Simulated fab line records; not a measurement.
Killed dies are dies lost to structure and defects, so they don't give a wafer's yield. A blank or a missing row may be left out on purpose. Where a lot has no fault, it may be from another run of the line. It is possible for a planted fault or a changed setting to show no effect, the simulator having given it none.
fab line records	flow sky130
record lots=5	wafers=15	last-day=49
route steps=708 shown CAPM@545 METAL3@555 PAD_OPEN@708
lots with no fault: from the same line, run without faults
start-h: hours from the record's opening day to when the first of the lot's shown wafers began	wait-h: hours from the lot's prior step to this one	" identical to the entry in the row above	L1.1+2: a single row standing in for several wafers	- no value, or no start was given	* or withheld: withheld	< > ~ a bound
route shown NAME@n: NAME is a module with steps in the file, n the number in the route of the first one	usual: mean/standard deviation of fault-free wafers	same: alike in all rows	chamber/n: place in a boat	sites: per-site readings	_std_site: how widely they spread, as a standard deviation	_edge_site: outer sites' mean less inner sites'	radius-mm: how far each site lies from the wafer's centre	mask NAME#n: copy n	behind: the last tool/chamber to shape the wafer	hold: why the lot went on hold/how many hours it stayed there/how the hold came to an end	device: the n, p or np transistor that did not switch	end of line: the route-end tests of the same wafers	a step without rows: its recipe alone	killed: count of dies lost to structure and defects at first sort (not the wafer's yield)	map: shows each die of a wafer: x if killed, . if not, _ if none is there
set.NAME: setting as actually run; set.NAME@STEP: the setting as run at that earlier step	model.NAME: the simulator's own value behind a step, which no gauge read
lots at selected steps of the route; one table per step, one row per wafer
services: a tool's chamber out of use, with start hour (start-h, from the record's first day; less than 0 if before it), hours out, and reason
## steps
# step SKY_CAPM_SOFTBAKE_08
# recipe temp-c=90	time-s=60	resist=NOVOLAK
# step SKY_CAPM_EXPOSE_09
# recipe mask-id=CAPM	na=0.6	source-shape=conventional	sigma-outer=0.6	polarization=unpolarized	target-cd-nm=1000	dose-mj=159
# step SKY_CAPM_PEB_10
# recipe temp-c=withheld	time-s=*	resist=NOVOLAK
# step SKY_CAPM_DEVELOP_11
# recipe resist=NOVOLAK	developer=TMAH	develop-time-s=60	dev-temp-c=23
# step SKY_CAPM_OVL_MEAS_12
# usual CAPM_OVL=0.4/1.2
lot.wafer	tool	chamber	start-h	wait-h	CAPM_OVL[nm]
L718.2	overlay-02	-	891.97	0.1	-0.9
L718.4	"	-	"	"	0.4
L718.5	"	-	"	"	0.3
L719.3	overlay-02	-	914.68	0.1	0.0
L719.4	"	-	"	"	0.6
L719.6	"	-	"	"	1.7
L720.1	overlay-02	-	920.31	0.1	0.4
L720.4	"	-	"	"	1.6
L720.5	"	-	"	"	1.3
L730.1	overlay-01	-	983.32	0.1	0.1
L730.4	"	-	"	"	0.1
L730.5	"	-	"	"	-1.2
L734.2	overlay-01	-	1012.37	0.1	-0.8
L734.3	"	-	"	"	1.3
L734.4	"	-	"	"	0.4
# step SKY_CAPM_METAL_ETCH_13
# recipe target-depth-nm=220	stop-on=SiO2	chemistry=Cl2/BCl3	target=TiN	pressure-mtorr=10	icp-w=900	bias-w=48.5	Cl2_flow_sccm=60	bcl3-flow-sccm=30	time-s=62.9
# usual drypump-motor-current-A=5.6/0.32	oes-product-au=0.939/0.0085	throttle-valve-pct=21.904/0.011
lot.wafer	tool	chamber	start-h	wait-h	drypump-motor-current-A	oes-product-au	rf-hours-counter-h	throttle-valve-pct
L718.2	rie-metal-02	0	892.00	0.0	6.0	0.942	14	21.900
L718.4	"	0	"	"	5.9	0.937	-	21.902
L718.5	"	0	"	"	6.0	0.947	-	21.909
L719.3	rie-metal-04	1	914.73	0.0	5.0	0.935	-	21.917
L719.4	"	0	"	"	5.6	0.933	-	21.918
L719.6	"	1	"	"	5.0	0.931	-	21.915
L720.1	rie-metal-04	0	920.35	0.0	5.6	0.954	12	21.888
L720.4	"	0	"	"	5.6	0.936	-	21.918
L720.5	"	1	"	"	5.0	0.936	-	21.912
L730.1	rie-metal-04	0	983.36	0.0	5.6	0.939	15	21.893
L730.4	"	0	"	"	5.6	0.933	-	21.900
L730.5	"	1	"	"	5.0	0.930	-	21.900
L734.2	rie-metal-02	0	1012.43	0.0	5.9	0.947	-	21.892
L734.3	"	0	"	"	5.9	0.945	-	21.891
L734.4	"	0	"	"	5.9	0.938	-	21.919
# step SKY_CAPM_STRIP_14
# recipe chemistry=O2/N2	power-w=1400	pressure-mtorr=1500	platen-temp-c=withheld	o2-flow-sccm=3000	n2-flow-sccm=300	overash-fraction=0.5
# usual drypump-motor-current-A=5.7/0.5	n2-flow-sccm=300.1/0.79	oes-product-au=0.710/0.0047	strip-time-to-endpoint-s=12.67/0.048
lot.wafer	tool	chamber	start-h	wait-h	drypump-motor-current-A	n2-flow-sccm	oes-product-au	rf-hours-counter-h	strip-time-to-endpoint-s
L718.2	plasma-asher-03	1	892.08	0.1	5.3	299.1	0.713	107	12.60
L718.4	"	0	"	"	6.5	302.0	0.704	-	12.63
L718.5	"	1	"	"	5.3	301.1	0.712	-	12.62
L719.3	plasma-asher-02	1	914.81	0.1	5.4	300.0	0.708	-	12.57
L719.4	"	0	"	"	5.5	300.7	0.712	-	12.57
L719.6	"	0	"	"	5.5	298.9	0.715	-	12.64
L720.1	plasma-asher-02	0	920.43	0.1	5.5	299.8	0.716	49	12.66
L720.4	"	1	"	"	5.4	300.9	0.716	-	12.70
L720.5	"	0	"	"	5.5	299.0	0.712	-	12.69
L730.1	plasma-asher-01	1	983.43	0.1	5.4	300.4	0.710	85	12.62
L730.4	"	0	"	"	6.6	300.1	0.709	-	12.60
L730.5	"	1	"	"	5.4	299.6	0.712	-	12.66
L734.2	plasma-asher-03	1	1012.56	0.1	5.4	300.9	0.707	118	12.67
L734.3	"	0	"	"	6.4	300.1	0.715	-	12.71
L734.4	"	1	"	"	5.3	300.7	0.709	-	12.71
# step SKY_CAPM_STRIP_15
# recipe chemistry=post-etch-residue-remover	time-s=1200	temp-c=72.5
# step SKY_CAPM_CLEAN_16
# recipe chemistry=IPA	time-s=180	temp-c=25
# step SKY_CAPM_CLEAN_17
# recipe chemistry=O3/DIW	dry=n2-spin
# step SKY_METAL3_DEHYDRATE_05
# recipe temp-c=200	time-s=60
# step SKY_METAL3_HMDS_06
# recipe prime-time-s=60	prime-temp-c=120
# step SKY_METAL3_COAT_07
# recipe resist=BARC	temp-c=withheld	time-s=withheld	spin-rpm=3000	resist-thk-nm=60
lot.wafer	tool	chamber	start-h	wait-h
L718.2+4+5	litho-track-03	0	904.49	0.1
L719.3+4+6	litho-track-02	0	926.93	0.1
L720.1+4+5	litho-track-02	0	932.28	0.1
L730.1+4+5	litho-track-03	0	995.37	0.1
L734.2+3+4	litho-track-03	0	1024.54	0.1
# step SKY_METAL3_COAT_08
# recipe resist=KrF-thick	spin-rpm=3000	resist-thk-nm=1140
# step SKY_METAL3_SOFTBAKE_09
# recipe temp-c=100	time-s=90	resist=KrF-thick
# step SKY_METAL3_EXPOSE_10
# recipe mask-id=MM3	na=0.68	source-shape=annular	sigma-inner=0.4	sigma-outer=0.8	target-cd-nm=300	dose-mj=28
# step SKY_METAL3_PEB_11
# recipe peb-temp-c=withheld	peb-time-s=withheld	resist=KrF-thick
# step SKY_METAL3_DEVELOP_12
# recipe develop-time-s=60	resist=KrF-thick	dev-temp-c=21
# step SKY_METAL3_CD_MEAS_13
# recipe target-cd-nm=300
# usual cd-nm=300.2/1.6
lot.wafer	tool	chamber	start-h	wait-h	cd-nm
L718.2	cd-sem-01	-	917.40	-	299.0
L718.4	"	-	"	"	300.0
L718.5	"	-	"	"	302.9
L719.3	cd-sem-01	-	939.37	-	301.3
L719.4	"	-	"	"	300.9
L719.6	"	-	"	"	299.8
L720.1	cd-sem-01	-	945.63	-	298.7
L720.4	"	-	"	"	297.0
L720.5	"	-	"	"	296.7
L730.1	cd-sem-02	-	1008.11	-	301.6
L730.4	"	-	"	"	302.5
L730.5	"	-	"	"	301.4
L734.2	cd-sem-01	-	1036.18	-	301.7
L734.3	"	-	"	"	301.7
L734.4	"	-	"	"	301.3
# step SKY_METAL3_OVL_MEAS_14
# usual METAL3_OVL=2/4.8
lot.wafer	tool	chamber	start-h	wait-h	METAL3_OVL[nm]
L718.2	overlay-01	-	917.51	0.1	-4
L718.4	"	-	"	"	-2
L718.5	"	-	"	"	-2
L719.3	overlay-02	-	939.46	0.1	-4
L719.4	"	-	"	"	0
L719.6	"	-	"	"	3
L720.1	overlay-01	-	945.75	0.1	1
L720.4	"	-	"	"	9
L720.5	"	-	"	"	-1
L730.1	overlay-01	-	1008.23	0.1	0
L730.4	"	-	"	"	-7
L730.5	"	-	"	"	3
L734.2	overlay-02	-	1036.29	0.1	7
L734.3	"	-	"	"	3
L734.4	"	-	"	"	7
# step SKY_METAL3_DESCUM_15
# recipe chemistry=O2	source-power-w=150	bias-power-w=0	pressure-mtorr=10	temp-c=40	time-s=8
# usual drypump-motor-current-A=5.66/0.21	oes-product-au=1.003/0.0097
# same bias-power-w=0
lot.wafer	tool	chamber	start-h	wait-h	drypump-motor-current-A	oes-product-au	rf-hours-counter-h
L718.2	rie-metal-02	1	917.54	0.0	5.70	0.992	4
L718.4	"	0	"	"	5.94	1.016	-
L718.5	"	1	"	"	5.69	0.999	-
L719.3	rie-metal-03	0	939.50	0.0	5.78	0.997	-
L719.4	"	1	"	"	5.53	1.008	-
L719.6	"	1	"	"	5.54	1.017	-
L720.1	rie-metal-02	1	945.79	0.0	5.69	0.995	5
L720.4	"	1	"	"	5.69	0.986	-
L720.5	"	1	"	"	5.69	1.004	-
L730.1	rie-metal-02	0	1008.27	0.0	5.95	1.000	20
L730.4	"	0	"	"	5.94	1.002	-
L730.5	"	0	"	"	5.95	1.000	-
L734.2	rie-metal-03	1	1036.32	0.0	5.54	0.984	0
L734.3	"	1	"	"	5.54	0.989	-
L734.4	"	0	"	"	5.80	1.000	-
# step SKY_METAL3_ETCH_16
# recipe chemistry=N2/H2	target=BARC	ion-energy-ev=200	bias-w=100	pressure-mtorr=30	n2-flow-sccm=100	h2-flow-sccm=200	icp-w=500	stop-on=SiO2	time-s=88.2	target-depth-a=600
# usual drypump-motor-current-A=5.67/0.22	h2-flow-sccm=199.9/0.52	n2-flow-sccm=99.9/0.32	oes-product-au=0.626/0.0043	throttle-valve-pct=13.204/0.0085
lot.wafer	tool	chamber	start-h	wait-h	drypump-motor-current-A	h2-flow-sccm	n2-flow-sccm	oes-product-au	rf-hours-counter-h	throttle-valve-pct	model.etch.depth-nm
L718.2	rie-metal-02	1	917.57	0.0	5.70	199.8	100.0	0.621	4	13.208	59.81
L718.4	"	0	"	"	5.99	200.0	100.0	0.628	-	13.200	59.82
L718.5	"	1	"	"	5.69	200.6	99.5	0.632	-	13.210	59.78
L719.3	rie-metal-03	0	939.55	0.0	5.82	199.1	99.2	0.625	-	13.211	60.06
L719.4	"	1	"	"	5.55	199.3	99.7	0.631	-	13.198	59.84
L719.6	"	1	"	"	5.56	199.9	99.9	0.619	-	13.207	60
L720.1	rie-metal-02	1	945.82	0.0	5.72	199.7	99.9	0.622	5	13.222	59.93
L720.4	"	1	"	"	5.71	200.7	99.6	0.631	-	13.196	60.13
L720.5	"	1	"	"	5.71	199.7	99.7	0.625	-	13.216	59.67
L730.1	rie-metal-02	0	1008.33	0.1	5.96	200.1	100.0	0.623	20	13.200	60.51
L730.4	"	0	"	"	5.99	199.4	99.7	0.638	-	13.199	60.54
L730.5	"	0	"	"	5.98	200.7	100.0	0.621	-	13.208	60.44
L734.2	rie-metal-03	1	1036.35	0.0	5.51	200.3	100.4	0.626	0	13.211	60.23
L734.3	"	1	"	"	5.53	199.8	100.5	0.641	-	13.203	64.49
L734.4	"	0	"	"	5.81	200.4	99.6	0.625	-	13.198	60.09
# step SKY_METAL3_ETCH_17
# recipe target=SiO2	stop-on=TiN	chemistry=C4F8/O2/Ar	source-w=1500	bias-w=1200	pressure-mtorr=40	c4f8-flow-sccm=withheld	O2_flow_sccm=6	Ar_flow_sccm=300	time-s=3.9	target-depth-a=150
# usual oes-product-au=0.754/0.0079
lot.wafer	tool	chamber	start-h	wait-h	oes-product-au	rf-hours-counter-h
L718.2	rie-diel-01	3	917.67	0.1	0.751	17
L718.4	"	0	"	"	0.757	12
L718.5	"	2	"	"	0.760	-
L719.3	rie-diel-03	2	939.62	0.0	0.748	9
L719.4	"	1	"	"	0.753	2
L719.6	"	2	"	"	0.763	-
L720.1	rie-diel-01	2	945.92	0.1	0.754	21
L720.4	"	3	"	"	0.746	17
L720.5	"	0	"	"	0.744	-
L730.1	rie-diel-02	2	1008.53	0.2	0.751	13
L730.4	"	1	"	"	0.767	12
L730.5	"	3	"	"	0.749	-
L734.2	rie-diel-01	0	1036.45	0.1	0.765	16
L734.3	"	2	"	"	0.759	2
L734.4	"	3	"	"	0.759	20
# step SKY_PAD_OPEN_PROBE_99
# usual defect-limited-yield=82.9/1.7	killed_at_M0_to_M3=42/6.1	killed_at_M4_up=3.4/2	killed-at-contacts=23/4.8	killed-at-front-end=15/3.8	killed-at-other=0.3/0.48	killed-dies=84/8.5	killed-open=46/6.8	killed-short=38/6.2	sort_bin_3_pad_short=0.8/0.42	sort_bin_5_function=10.1/1.4	sort_bin_6_memory=6.2/0.99	sort-n-pass=408/8.5	sort-yield-pct=82.9/1.7
# same gross-dies=492	killed-at-back-side=0	sort_bin_4_leakage[%]=0	sort_bin_8_speed[%]=0
lot.wafer	tool	chamber	start-h	wait-h	defect-limited-yield[%]	killed_at_M0_to_M3	killed_at_M4_up	killed-at-contacts	killed-at-front-end	killed-at-other	killed-dies	killed-open	killed-short	sort_bin_3_pad_short[%]	sort_bin_5_function[%]	sort_bin_6_memory[%]	sort-n-pass	sort-yield-pct[%]
L719.3	prober-01	-	1110.64	0.2	78.9	49	3	29	23	0	104	62	42	1.4	11.6	8.1	388	78.9
L719.4	prober-01	-	1110.69	0.2	81.5	41	4	29	16	1	91	58	33	0.8	9.8	7.9	401	81.5
L719.6	prober-01	-	1110.79	0.2	81.3	54	7	17	14	0	92	49	43	1.0	10.8	6.9	400	81.3
# killed by level:class
L719.3 CONTACT:geometric-particle:open=14 VIA1:geometric-particle:open=14 LI_CONTACT:geometric-particle:open=8 FIELD_ISO:geometric-particle:short=7 FIELD_ISO:geometric-particle:open=6 VIA1:geometric-particle:short=6 POLY_GATE:geometric-particle:open=6 VIA2:geometric-particle:open=5
L719.4 VIA1:geometric-particle:open=14 CONTACT:geometric-particle:open=11 LI_CONTACT:geometric-particle:open=6 CONTACT:geometric-particle:short=6 VIA3:geometric-particle:open=6 POLY_GATE:geometric-particle:open=5 FIELD_ISO:geometric-particle:open=4 FIELD_ISO:geometric-particle:short=4
L719.6 VIA1:geometric-particle:open=18 METAL1:geometric-particle:short=7 POLY_GATE:geometric-particle:open=6 LI_CONTACT:geometric-particle:open=6 METAL4:geometric-particle:short=6 VIA1:geometric-particle:short=5 VIA3:geometric-particle:open=5 METAL2:geometric-particle:short=4
## services
tool	chamber	start-h	hours	kind
rie-metal-04	-	877.64	1.4	repair
rie-diel-02	1	897.06	14.5	repair
rie-diel-01	2	897.63	7.3	repair
plasma-asher-03	-	899.40	1.0	repair
rie-diel-03	-	902.65	15.6	pm
plasma-asher-01	-	904.09	1.9	repair
rie-diel-01	1	908.34	7.2	repair
plasma-asher-01	-	918.16	0.6	repair
rie-diel-01	-	927.41	2.8	pm
rie-diel-02	3	927.68	4.2	repair
rie-diel-03	1	928.77	10.6	repair
rie-metal-04	1	931.39	2.5	repair
plasma-asher-03	-	956.80	7.0	pm
rie-metal-04	-	958.54	14.6	pm
plasma-asher-02	-	964.40	2.8	pm
rie-diel-02	0	974.20	7.0	repair
rie-diel-02	1	975.35	4.3	repair
plasma-asher-02	-	990.95	1.4	repair
rie-metal-03	-	992.67	2.0	repair
rie-diel-01	-	1005.27	0.8	repair
rie-metal-02	1	1007.36	17.4	repair
plasma-asher-02	-	1009.26	1.1	repair
plasma-asher-01	-	1023.84	16.7	repair
rie-metal-02	0	1028.66	1.0	repair
## key
first-sign step=SKY_METAL3_ETCH_16	reading=oes-product-au	direction=up	sigmas=3.5	usual=0.626	struck=0.641
effect none on later readings
model-effect step=SKY_METAL3_ETCH_16	value=etch.depth-nm	without=60.12	struck=64.49
met-at SKY_METAL3_COAT_07
struck-wafers L734.3
onset-between 995.37 1024.54
fault kind=process-parameter-drift	tool=litho-track-03	chamber=-	onset-h=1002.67	steps=SKY_METAL3_COAT_07	channel=resist-thk-nm	offset=4.3672	shape=step	end-h=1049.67	scope=struck-wafers-only	acts-in=these-recipes-only	stated=60
